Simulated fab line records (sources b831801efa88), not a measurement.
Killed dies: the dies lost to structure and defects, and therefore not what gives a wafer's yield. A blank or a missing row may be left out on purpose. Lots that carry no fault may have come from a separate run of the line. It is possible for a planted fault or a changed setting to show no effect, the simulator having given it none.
fab line records	flow gf180mcu	part 1 of 2: steps 1 to 32 of 43
[record] lots = 5	wafers = 15	last_day = 34
route steps=602 shown DNWELL@36 NWELL@42 LVPWELL@54 MVSD@66 MVPSD@78
lots with no fault: from the same line, run without faults
start_h: hours from the record's first day to the start of the lot's first wafer shown	wait_h: hours elapsed since this lot's preceding step	" the same as in the row above	L1.1+2: several wafers, shown together as one row	- no value, or no start was given	* or withheld: withheld	< > ~ a bound
route shown NAME@n: a module of which the file shows steps, and the number in the route of the first	usual: the fault-free wafers' mean and standard deviation	same: alike in all rows	chamber/n: place in a boat	sites: each site's reading	_std_site: standard deviation across them	_edge_site: mean of outer sites minus mean of inner sites	radius_mm: how far each site lies from the wafer's centre	mask NAME#n: copy n	behind: the last tool/chamber to shape the wafer	hold: reason for holding the lot/hours on hold/outcome of the hold	device: whichever transistor did not switch (one of n, p or np)	end of line: the route-end tests of the same wafers	a step given without rows: its recipe and nothing more	killed: not the wafer's yield, but the dies lost to structure and defects at the first sort	map: per-die view of a wafer (x killed, . not killed, _ where there is no die)
set.NAME: the setting as run; set.NAME@STEP: as run at that earlier step	model.NAME: the simulator's own value behind a step, which no gauge read
a table for each step, a row for each wafer; lots at some steps of the route
services: from which hour (start_h, from the record's first day; less than 0 if before it) a tool's chamber was out of use, for how many hours, and why
[[steps]]
[step GF_DNWELL_EXPOSE_04]
[recipe] mask_id = DNWELL	target_cd_nm = 1700	na = 0.6	source_shape = conventional	sigma_outer = 0.6	dose_mj = 260
[same] sigma_outer = 0.6
lot.wafer	tool	chamber	start_h	wait_h	mask
L074.3+5+6	iline_stepper-02	0	-	-	DNWELL#0
L075.4+5+6	iline_stepper-01	0	-	-	DNWELL#0
L086.1+2+3	iline_stepper-02	0	-	-	DNWELL#0
L094.2+3+6	iline_stepper-02	0	-	-	DNWELL#0
L097.1+3+6	iline_stepper-01	0	-	-	DNWELL#0
[step GF_DNWELL_PEB_05]
[recipe] temp_c = 115	time_s = withheld
lot.wafer	tool	chamber	start_h	wait_h
L074.3+5+6	litho_track-04	0	-	-
L075.4+5+6	litho_track-02	0	-	-
L086.1+2+3	litho_track-03	0	-	-
L094.2+3+6	litho_track-03	0	-	-
L097.1+3+6	litho_track-04	0	-	-
[step GF_DNWELL_DEVELOP_06]
[recipe] wall_angle_deg = 90	develop_time_s = 60	dev_temp_c = 23
[usual] developer_temp_C = 23.00/0.1
lot.wafer	tool	chamber	start_h	wait_h	developer_temp_C
L074.3	litho_track-04	0	-	-	22.84
L074.5	"	0	"	"	23.06
L074.6	"	0	"	"	22.97
L075.4	litho_track-02	0	-	-	22.93
L075.5	"	0	"	"	23.03
L075.6	"	0	"	"	23.08
L086.1	litho_track-03	0	-	-	23.13
L086.2	"	0	"	"	23.21
L086.3	"	0	"	"	23.13
L094.2	litho_track-03	0	-	-	22.92
L094.3	"	0	"	"	22.96
L094.6	"	0	"	"	23.01
L097.1	litho_track-04	0	-	-	23.08
L097.3	"	0	"	"	23.12
L097.6	"	0	"	"	22.96
[step GF_DNWELL_IMPLANT_07]
[recipe] species = P	energy_kev = 1500	dose_cm2 = 1e+13	tilt_deg = 0
[usual] faraday_current_uA = 56.4/1.2
lot.wafer	tool	chamber	start_h	wait_h	faraday_current_uA
L074.3	implanter-03	0	41.47	-	57.5
L074.5	"	0	"	"	57.2
L074.6	"	0	"	"	57.5
L075.4	implanter-04	0	48.54	-	58.5
L075.5	"	0	"	"	57.4
L075.6	"	0	"	"	57.0
L086.1	implanter-02	0	104.93	-	55.9
L086.2	"	0	"	"	56.9
L086.3	"	0	"	"	56.7
L094.2	implanter-04	0	153.61	-	56.1
L094.3	"	0	"	"	53.6
L094.6	"	0	"	"	55.4
L097.1	implanter-03	0	167.42	-	58.2
L097.3	"	0	"	"	54.8
L097.6	"	0	"	"	55.8
[step GF_DNWELL_STRIP_08]
[recipe] chemistry = O2/N2	power_w = 1400	pressure_mtorr = 1500	platen_temp_c = 250	o2_flow_sccm = 3000	n2_flow_sccm = 300	overash_fraction = 0.5
[usual] drypump_motor_current_A = 6.2/0.53	heater_power_w = 333/32	oes_product_au = 0.722/0.005	strip_time_to_endpoint_s = 36.97/0.11
lot.wafer	tool	chamber	start_h	wait_h	drypump_motor_current_A	heater_power_w	oes_product_au	rf_hours_counter_h	strip_time_to_endpoint_s
L074.3	plasma_asher-02	0	41.60	0.1	6.8	354	0.723	-	36.90
L074.5	"	0	"	"	6.8	351	0.722	-	36.99
L074.6	"	1	"	"	6.5	353	0.718	-	37.02
L075.4	plasma_asher-04	0	48.64	0.1	5.4	271	0.727	-	36.92
L075.5	"	1	"	"	5.6	345	0.715	-	36.90
L075.6	"	0	"	"	5.4	265	0.738	-	36.94
L086.1	plasma_asher-04	1	105.08	0.1	5.6	350	0.726	47	36.97
L086.2	"	0	"	"	5.4	266	0.721	47	36.93
L086.3	"	1	"	"	5.6	346	0.717	-	36.89
L094.2	plasma_asher-01	0	153.73	0.1	5.7	306	0.728	38	36.81
L094.3	"	1	"	"	5.9	324	0.717	-	36.83
L094.6	"	1	"	"	5.9	319	0.722	-	36.90
L097.1	plasma_asher-02	0	167.57	0.1	6.8	357	0.712	50	37.01
L097.3	"	1	"	"	6.5	356	0.723	-	37.04
L097.6	"	0	"	"	6.8	364	0.729	-	37.02
[step GF_DNWELL_TW_MEAS_09]
[usual] DNWELL_TW = 1349/8.5
lot.wafer	tool	chamber	start_h	wait_h	DNWELL_TW
L074.3	film_metro-02	-	41.69	0.1	1329
L074.5	"	-	"	"	1327
L074.6	"	-	"	"	1330
L075.4	film_metro-04	-	48.74	0.1	1348
L075.5	"	-	"	"	1347
L075.6	"	-	"	"	1343
L086.1	film_metro-04	-	105.18	0.1	1353
L086.2	"	-	"	"	1350
L086.3	"	-	"	"	1352
L094.2	film_metro-04	-	153.84	0.1	1356
L094.3	"	-	"	"	1354
L094.6	"	-	"	"	1364
L097.1	film_metro-04	-	167.67	0.1	1354
L097.3	"	-	"	"	1347
L097.6	"	-	"	"	1352
[step GF_NWELL_DEHYDRATE_00]
[recipe] temp_c = 200	time_s = 60
lot.wafer	tool	chamber	start_h	wait_h
L074.3+5+6	litho_track-02	0	47.51	5.8
L075.4+5+6	litho_track-04	0	54.20	5.4
L086.1+2+3	litho_track-02	0	111.36	6.2
L094.2+3+6	litho_track-04	0	160.84	7.0
L097.1+3+6	litho_track-04	0	174.47	6.8
[step GF_NWELL_HMDS_01]
[recipe] prime_time_s = 60	prime_temp_c = 120
lot.wafer	tool	chamber	start_h	wait_h
L074.3+5+6	litho_track-02	0	47.66	0.1
L075.4+5+6	litho_track-04	0	54.35	0.1
L086.1+2+3	litho_track-02	0	111.51	0.1
L094.2+3+6	litho_track-04	0	160.99	0.1
L097.1+3+6	litho_track-04	0	174.62	0.1
[step GF_NWELL_COAT_02]
[recipe] spin_rpm = 2000	resist_thk_nm = 3000
[usual] dispense_pressure_kPa = 52/6.1
lot.wafer	tool	chamber	start_h	wait_h	dispense_pressure_kPa
L074.3	litho_track-02	0	47.81	0.1	53
L074.5	"	0	"	"	53
L074.6	"	0	"	"	53
L075.4	litho_track-04	0	54.50	0.1	58
L075.5	"	0	"	"	58
L075.6	"	0	"	"	58
L086.1	litho_track-02	0	111.66	0.1	53
L086.2	"	0	"	"	53
L086.3	"	0	"	"	53
L094.2	litho_track-04	0	161.14	0.1	58
L094.3	"	0	"	"	58
L094.6	"	0	"	"	58
L097.1	litho_track-04	0	174.77	0.1	58
L097.3	"	0	"	"	58
L097.6	"	0	"	"	58
[step GF_NWELL_SOFTBAKE_03]
[recipe] temp_c = 110.5	time_s = withheld
lot.wafer	tool	chamber	start_h	wait_h
L074.3+5+6	litho_track-02	0	47.98	0.1
L075.4+5+6	litho_track-04	0	54.67	0.1
L086.1+2+3	litho_track-02	0	111.81	0.1
L094.2+3+6	litho_track-04	0	161.30	0.1
L097.1+3+6	litho_track-04	0	174.92	0.1
[step GF_NWELL_EXPOSE_04]
[recipe] mask_id = Nwell	target_cd_nm = 860	na = 0.6	source_shape = conventional	sigma_outer = 0.6	dose_mj = 260
[same] sigma_outer = 0.6
lot.wafer	tool	chamber	start_h	wait_h	mask
L074.3+5+6	iline_stepper-01	0	-	-	Nwell#0
L075.4+5+6	iline_stepper-01	0	-	-	Nwell#0
L086.1+2+3	iline_stepper-01	0	-	-	Nwell#0
L094.2+3+6	iline_stepper-02	0	-	-	Nwell#0
L097.1+3+6	iline_stepper-02	0	-	-	Nwell#0
[step GF_NWELL_PEB_05]
[recipe] temp_c = 115	time_s = withheld
lot.wafer	tool	chamber	start_h	wait_h
L074.3+5+6	litho_track-02	0	-	-
L075.4+5+6	litho_track-04	0	-	-
L086.1+2+3	litho_track-01	0	-	-
L094.2+3+6	litho_track-04	0	-	-
L097.1+3+6	litho_track-04	0	-	-
[step GF_NWELL_DEVELOP_06]
[recipe] wall_angle_deg = 90	develop_time_s = 60	dev_temp_c = 23
[usual] developer_temp_C = 23.01/0.12
lot.wafer	tool	chamber	start_h	wait_h	developer_temp_C
L074.3	litho_track-02	0	-	-	23.17
L074.5	"	0	"	"	23.19
L074.6	"	0	"	"	22.93
L075.4	litho_track-04	0	-	-	22.92
L075.5	"	0	"	"	22.74
L075.6	"	0	"	"	22.89
L086.1	litho_track-01	0	-	-	22.90
L086.2	"	0	"	"	22.79
L086.3	"	0	"	"	22.88
L094.2	litho_track-04	0	-	-	22.86
L094.3	"	0	"	"	22.93
L094.6	"	0	"	"	22.94
L097.1	litho_track-04	0	-	-	23.15
L097.3	"	0	"	"	23.24
L097.6	"	0	"	"	23.14
[step GF_NWELL_OVL_MEAS_07]
[usual] NWELL_OVL = -0.1/1.3
lot.wafer	tool	chamber	start_h	wait_h	NWELL_OVL[nm]
L074.3	overlay-02	-	53.92	-	-3.0
L074.5	"	-	"	"	-1.6
L074.6	"	-	"	"	0.1
L075.4	overlay-02	-	61.19	-	-1.7
L075.5	"	-	"	"	0.3
L075.6	"	-	"	"	-1.9
L086.1	overlay-02	-	119.06	-	-0.3
L086.2	"	-	"	"	0.7
L086.3	"	-	"	"	0.4
L094.2	overlay-01	-	170.05	-	-1.1
L094.3	"	-	"	"	-0.9
L094.6	"	-	"	"	-0.1
L097.1	overlay-01	-	184.12	-	1.5
L097.3	"	-	"	"	0.4
L097.6	"	-	"	"	1.3
[step GF_NWELL_IMPLANT_08]
[recipe] species = P	energy_kev = 450	dose_cm2 = 1.5e+13	tilt_deg = 0
[usual] faraday_current_uA = 84.5/1.7
lot.wafer	tool	chamber	start_h	wait_h	faraday_current_uA
L074.3	implanter-04	0	54.00	0.1	84.8
L074.5	"	0	"	"	83.5
L074.6	"	0	"	"	85.2
L075.4	implanter-04	0	61.28	0.1	87.1
L075.5	"	0	"	"	85.2
L075.6	"	0	"	"	84.5
L086.1	implanter-01	0	119.09	0.0	86.2
L086.2	"	0	"	"	80.8
L086.3	"	0	"	"	83.0
L094.2	implanter-04	0	170.11	0.0	85.2
L094.3	"	0	"	"	85.0
L094.6	"	0	"	"	84.0
L097.1	implanter-04	0	184.15	0.0	84.6
L097.3	"	0	"	"	83.7
L097.6	"	0	"	"	84.4
[step GF_NWELL_IMPLANT_09]
[recipe] species = P	energy_kev = 160	dose_cm2 = 4e+12	tilt_deg = 0
[usual] faraday_current_uA = 22.6/0.43
lot.wafer	tool	chamber	start_h	wait_h	faraday_current_uA
L074.3	implanter-04	0	54.15	0.1	22.8
L074.5	"	0	"	"	23.5
L074.6	"	0	"	"	22.9
L075.4	implanter-04	0	61.43	0.1	23.0
L075.5	"	0	"	"	22.5
L075.6	"	0	"	"	22.4
L086.1	implanter-01	0	119.24	0.1	22.7
L086.2	"	0	"	"	23.1
L086.3	"	0	"	"	22.9
L094.2	implanter-04	0	170.26	0.1	23.0
L094.3	"	0	"	"	21.9
L094.6	"	0	"	"	22.4
L097.1	implanter-04	0	184.30	0.1	23.2
L097.3	"	0	"	"	22.6
L097.6	"	0	"	"	22.1
[step GF_NWELL_STRIP_10]
[recipe] chemistry = O2/N2	power_w = 1400	pressure_mtorr = 1500	platen_temp_c = 250	o2_flow_sccm = 3000	n2_flow_sccm = 300	overash_fraction = 0.5
[usual] drypump_motor_current_A = 5.69/0.14	heater_power_w = 313/37	oes_product_au = 0.722/0.0049	strip_time_to_endpoint_s = 36.94/0.12
lot.wafer	tool	chamber	start_h	wait_h	drypump_motor_current_A	heater_power_w	oes_product_au	rf_hours_counter_h	strip_time_to_endpoint_s
L074.3	plasma_asher-01	0	54.28	0.1	5.71	292	0.731	-	36.94
L074.5	"	0	"	"	5.73	311	0.721	-	36.92
L074.6	"	1	"	"	5.87	315	0.726	-	36.88
L075.4	plasma_asher-03	0	61.54	0.1	5.76	359	0.720	-	36.82
L075.5	"	1	"	"	5.72	274	0.722	-	36.82
L075.6	"	0	"	"	5.81	370	0.723	-	36.86
L086.1	plasma_asher-04	1	119.39	0.1	5.59	353	0.723	0	36.92
L086.2	"	0	"	"	5.41	272	0.717	0	36.81
L086.3	"	1	"	"	5.54	343	0.730	-	36.87
L094.2	plasma_asher-03	1	170.38	0.1	5.69	276	0.727	49	36.75
L094.3	"	0	"	"	5.76	375	0.723	-	36.75
L094.6	"	1	"	"	5.70	268	0.714	-	36.78
L097.1	plasma_asher-01	0	184.45	0.1	5.74	295	0.723	40	36.76
L097.3	"	0	"	"	5.72	300	0.731	-	36.78
L097.6	"	1	"	"	5.89	327	0.726	-	36.83
[step GF_NWELL_TW_MEAS_11]
[usual] NWELL_TW = 1574/8.1
lot.wafer	tool	chamber	start_h	wait_h	NWELL_TW
L074.3	film_metro-04	-	54.37	0.1	1582
L074.5	"	-	"	"	1579
L074.6	"	-	"	"	1576
L075.4	film_metro-04	-	61.64	0.1	1584
L075.5	"	-	"	"	1577
L075.6	"	-	"	"	1580
L086.1	film_metro-04	-	119.49	0.1	1572
L086.2	"	-	"	"	1580
L086.3	"	-	"	"	1578
L094.2	film_metro-02	-	170.49	0.1	1584
L094.3	"	-	"	"	1569
L094.6	"	-	"	"	1580
L097.1	film_metro-04	-	184.55	0.1	1577
L097.3	"	-	"	"	1572
L097.6	"	-	"	"	1576
[step GF_LVPWELL_DEHYDRATE_00]
[recipe] temp_c = 200	time_s = 60
lot.wafer	tool	chamber	start_h	wait_h
L074.3+5+6	litho_track-01	0	59.86	5.5
L075.4+5+6	litho_track-03	0	67.86	6.2
L086.1+2+3	litho_track-04	0	126.52	7.0
L094.2+3+6	litho_track-04	0	178.39	7.9
L097.1+3+6	litho_track-04	0	191.37	6.8
[step GF_LVPWELL_HMDS_01]
[recipe] prime_time_s = 60	prime_temp_c = 120
lot.wafer	tool	chamber	start_h	wait_h
L074.3+5+6	litho_track-01	0	60.01	0.1
L075.4+5+6	litho_track-03	0	68.01	0.1
L086.1+2+3	litho_track-04	0	126.67	0.1
L094.2+3+6	litho_track-04	0	178.54	0.1
L097.1+3+6	litho_track-04	0	191.52	0.1
[step GF_LVPWELL_COAT_02]
[recipe] spin_rpm = 2000	resist_thk_nm = 3000
[usual] dispense_pressure_kPa = 51/6.3
lot.wafer	tool	chamber	start_h	wait_h	dispense_pressure_kPa
L074.3	litho_track-01	0	60.16	0.1	43
L074.5	"	0	"	"	43
L074.6	"	0	"	"	43
L075.4	litho_track-03	0	68.16	0.1	54
L075.5	"	0	"	"	54
L075.6	"	0	"	"	54
L086.1	litho_track-04	0	126.82	0.1	58
L086.2	"	0	"	"	58
L086.3	"	0	"	"	58
L094.2	litho_track-04	0	178.69	0.1	58
L094.3	"	0	"	"	58
L094.6	"	0	"	"	58
L097.1	litho_track-04	0	191.67	0.1	58
L097.3	"	0	"	"	58
L097.6	"	0	"	"	58
[step GF_LVPWELL_SOFTBAKE_03]
[recipe] temp_c = 110	time_s = withheld
lot.wafer	tool	chamber	start_h	wait_h
L074.3+5+6	litho_track-01	0	60.32	0.1
L075.4+5+6	litho_track-03	0	68.33	0.1
L086.1+2+3	litho_track-04	0	126.97	0.1
L094.2+3+6	litho_track-04	0	178.85	0.1
L097.1+3+6	litho_track-04	0	191.82	0.1
[step GF_LVPWELL_EXPOSE_04]
[recipe] mask_id = LVPWELL	target_cd_nm = 600	na = 0.6	source_shape = conventional	sigma_outer = 0.6	dose_mj = 260
[same] sigma_outer = 0.6
lot.wafer	tool	chamber	start_h	wait_h	mask
L074.3+5+6	iline_stepper-01	0	-	-	LVPWELL#0
L075.4+5+6	iline_stepper-01	0	-	-	LVPWELL#0
L086.1+2+3	iline_stepper-02	0	-	-	LVPWELL#0
L094.2+3+6	iline_stepper-02	0	-	-	LVPWELL#0
L097.1+3+6	iline_stepper-01	0	-	-	LVPWELL#0
[step GF_LVPWELL_PEB_05]
[recipe] temp_c = 115	time_s = withheld
lot.wafer	tool	chamber	start_h	wait_h
L074.3+5+6	litho_track-01	0	-	-
L075.4+5+6	litho_track-03	0	-	-
L086.1+2+3	litho_track-03	0	-	-
L094.2+3+6	litho_track-01	0	-	-
L097.1+3+6	litho_track-01	0	-	-
[step GF_LVPWELL_DEVELOP_06]
[recipe] wall_angle_deg = 90	develop_time_s = 60	dev_temp_c = 23
[usual] developer_temp_C = 22.97/0.11
lot.wafer	tool	chamber	start_h	wait_h	developer_temp_C
L074.3	litho_track-01	0	-	-	23.05
L074.5	"	0	"	"	23.06
L074.6	"	0	"	"	22.84
L075.4	litho_track-03	0	-	-	22.82
L075.5	"	0	"	"	22.83
L075.6	"	0	"	"	22.89
L086.1	litho_track-03	0	-	-	22.90
L086.2	"	0	"	"	22.88
L086.3	"	0	"	"	22.63
L094.2	litho_track-01	0	-	-	23.15
L094.3	"	0	"	"	22.96
L094.6	"	0	"	"	23.14
L097.1	litho_track-01	0	-	-	23.05
L097.3	"	0	"	"	22.93
L097.6	"	0	"	"	22.88
[step GF_LVPWELL_OVL_MEAS_07]
[usual] LVPWELL_OVL = 0.9/1.6
lot.wafer	tool	chamber	start_h	wait_h	LVPWELL_OVL[nm]
L074.3	overlay-01	-	66.57	-	-1.0
L074.5	"	-	"	"	-1.8
L074.6	"	-	"	"	-0.1
L075.4	overlay-02	-	74.70	-	0.9
L075.5	"	-	"	"	2.6
L075.6	"	-	"	"	3.3
L086.1	overlay-01	-	134.43	-	3.2
L086.2	"	-	"	"	0.2
L086.3	"	-	"	"	0.5
L094.2	overlay-01	-	187.71	-	1.1
L094.3	"	-	"	"	-0.9
L094.6	"	-	"	"	0.7
L097.1	overlay-01	-	200.70	-	2.1
L097.3	"	-	"	"	2.2
L097.6	"	-	"	"	1.3
[step GF_LVPWELL_IMPLANT_08]
[recipe] species = B	energy_kev = 165.8	dose_cm2 = 1.5e+13	tilt_deg = 0
[usual] faraday_current_uA = 84.8/1.8
lot.wafer	tool	chamber	start_h	wait_h	faraday_current_uA
L074.3	implanter-01	0	66.64	0.1	86.0
L074.5	"	0	"	"	85.3
L074.6	"	0	"	"	88.0
L075.4	implanter-02	0	74.80	0.1	84.9
L075.5	"	0	"	"	85.0
L075.6	"	0	"	"	85.1
L086.1	implanter-03	0	134.47	0.0	83.1
L086.2	"	0	"	"	84.0
L086.3	"	0	"	"	80.8
L094.2	implanter-03	0	187.77	0.0	82.2
L094.3	"	0	"	"	86.8
L094.6	"	0	"	"	84.0
L097.1	implanter-02	0	200.74	0.0	84.0
L097.3	"	0	"	"	86.2
L097.6	"	0	"	"	86.5
[step GF_LVPWELL_IMPLANT_09]
[recipe] species = B	energy_kev = 60	dose_cm2 = 5e+12	tilt_deg = 0
[usual] faraday_current_uA = 28.2/0.57
lot.wafer	tool	chamber	start_h	wait_h	faraday_current_uA
L074.3	implanter-01	0	66.79	0.1	28.4
L074.5	"	0	"	"	28.4
L074.6	"	0	"	"	29.4
L075.4	implanter-02	0	74.95	0.1	27.6
L075.5	"	0	"	"	28.8
L075.6	"	0	"	"	28.3
L086.1	implanter-03	0	134.62	0.1	28.6
L086.2	"	0	"	"	28.5
L086.3	"	0	"	"	28.6
L094.2	implanter-03	0	187.92	0.1	28.8
L094.3	"	0	"	"	29.3
L094.6	"	0	"	"	28.5
L097.1	implanter-02	0	200.89	0.1	28.4
L097.3	"	0	"	"	28.7
L097.6	"	0	"	"	28.0
[step GF_LVPWELL_STRIP_10]
[recipe] chemistry = O2/N2	power_w = 1400	pressure_mtorr = 1500	platen_temp_c = 250	o2_flow_sccm = 3000	n2_flow_sccm = 300	overash_fraction = 0.5
[usual] drypump_motor_current_A = 6.1/0.44	heater_power_w = 330/30	oes_product_au = 0.722/0.0046	strip_time_to_endpoint_s = 37.02/0.12
lot.wafer	tool	chamber	start_h	wait_h	drypump_motor_current_A	heater_power_w	oes_product_au	rf_hours_counter_h	strip_time_to_endpoint_s
L074.3	plasma_asher-01	0	66.93	0.1	5.8	304	0.727	-	37.04
L074.5	"	0	"	"	5.7	297	0.716	-	37.12
L074.6	"	1	"	"	5.9	327	0.719	-	37.00
L075.4	plasma_asher-02	1	75.05	0.1	6.5	356	0.722	-	37.19
L075.5	"	1	"	"	6.5	352	0.722	-	37.11
L075.6	"	0	"	"	6.8	348	0.718	-	37.19
L086.1	plasma_asher-02	1	134.77	0.1	6.6	358	0.717	46	37.00
L086.2	"	0	"	"	6.8	345	0.719	46	36.92
L086.3	"	0	"	"	6.8	350	0.726	-	36.99
L094.2	plasma_asher-02	1	188.04	0.1	6.5	353	0.727	52	36.82
L094.3	"	1	"	"	6.5	352	0.713	-	36.77
L094.6	"	0	"	"	6.8	364	0.732	-	36.83
L097.1	plasma_asher-02	1	201.04	0.1	6.5	360	0.730	53	37.03
L097.3	"	0	"	"	6.8	350	0.721	-	37.01
L097.6	"	0	"	"	6.8	354	0.715	-	36.99
[step GF_LVPWELL_TW_MEAS_11]
[usual] LVPWELL_TW = 560.0/2.4
lot.wafer	tool	chamber	start_h	wait_h	LVPWELL_TW
L074.3	film_metro-01	-	67.01	0.1	558.5
L074.5	"	-	"	"	556.1
L074.6	"	-	"	"	554.1
L075.4	film_metro-01	-	75.15	0.1	561.9
L075.5	"	-	"	"	559.9
L075.6	"	-	"	"	561.0
L086.1	film_metro-04	-	134.87	0.1	562.6
L086.2	"	-	"	"	563.8
L086.3	"	-	"	"	559.2
L094.2	film_metro-04	-	188.15	0.1	557.4
L094.3	"	-	"	"	559.8
L094.6	"	-	"	"	562.0
L097.1	film_metro-04	-	201.14	0.1	561.7
L097.3	"	-	"	"	560.2
L097.6	"	-	"	"	565.0
[step GF_MVSD_DEHYDRATE_00]
[recipe] temp_c = 200	time_s = 60
lot.wafer	tool	chamber	start_h	wait_h
L074.3+5+6	litho_track-02	0	73.21	6.2
L075.4+5+6	litho_track-03	0	81.36	6.2
L086.1+2+3	litho_track-02	0	142.36	7.5
L094.2+3+6	litho_track-02	0	195.63	7.5
L097.1+3+6	litho_track-03	0	208.73	7.6
[step GF_MVSD_HMDS_01]
[recipe] prime_time_s = 60	prime_temp_c = 120
lot.wafer	tool	chamber	start_h	wait_h
L074.3+5+6	litho_track-02	0	73.36	0.1
L075.4+5+6	litho_track-03	0	81.51	0.1
L086.1+2+3	litho_track-02	0	142.51	0.1
L094.2+3+6	litho_track-02	0	195.78	0.1
L097.1+3+6	litho_track-03	0	208.88	0.1
